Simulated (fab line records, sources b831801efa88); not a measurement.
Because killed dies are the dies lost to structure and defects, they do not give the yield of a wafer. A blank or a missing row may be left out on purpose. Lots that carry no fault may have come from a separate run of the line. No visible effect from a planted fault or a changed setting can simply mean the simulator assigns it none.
Chamber matching	flow sky130	SKY_LI_CONTACT_CMP_02 on cmp-01: 4 sister chambers
The step polishes PSG. 14 wafers are shown with their chamber, then 6 later ones without.

== EACH WAFER AND ITS CHAMBER ==
wafer	chamber	motorCurrentA (A)	timeToEndpointS (s)
L698.2	2	10.4	30.5
L698.3	1	11.7	29.3
L698.4	0	13.8	31.3
L699.3	1	11.2	30.9
L699.4	3	11.1	31.4
L699.6	2	9.9	32.4
L702.3	2	10.9	37.7
L702.5	2	10.9	34.6
L701.3	3	11.1	31.3
L701.6	3	11.4	32.8
L705.4	3	11.8	33.6
L714.2	3	11.3	31.6
L714.3	1	10.6	28.0
L714.5	1	11.7	30.0

SIGNATURES (averages over the wafers above)
reading	chamber 0	chamber 1	chamber 2	chamber 3	scatter within a chamber
motorCurrentA	13.800	11.300	10.525	11.340	0.429
timeToEndpointS	31.300	29.550	33.800	32.140	1.93
Rule: for each reading, subtract the chamber's mean from the wafer's reading, divide by that reading's scatter and square the result; add these up over the readings and take the root, which gives the wafer's distance from the chamber. The wafer belongs to the nearest chamber; if the next one is less than 2 further off, it can't be placed. The scatter: take each reading less its chamber's mean, square it, sum over the shown wafers, divide by the number of wafers less the number of chambers, and take the root.

== WAFERS WITH NO CHAMBER GIVEN ==
wafer	motorCurrentA (A)	timeToEndpointS (s)
L719.1	10.8	33.5
L719.3	11.6	31.9
L719.5	10.5	34.1
L720.1	13.0	28.4
L720.2	11.2	30.9
L720.6	13.4	28.4

== WHICH CHAMBER EACH WENT THROUGH ==
wafer	from the rows above	in truth
L719.1	can't be placed: 2 or 3 or 1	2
L719.3	can't be placed: 3 or 1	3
L719.5	2	2
L720.1	can't be placed: 0 or 1 or 3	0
L720.2	can't be placed: 3 or 1 or 2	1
L720.6	0	0
Correctly placed: 2 of 6. These rows do not allow placing 4 (true chamber among the candidates in 4). 0 placed wrongly.
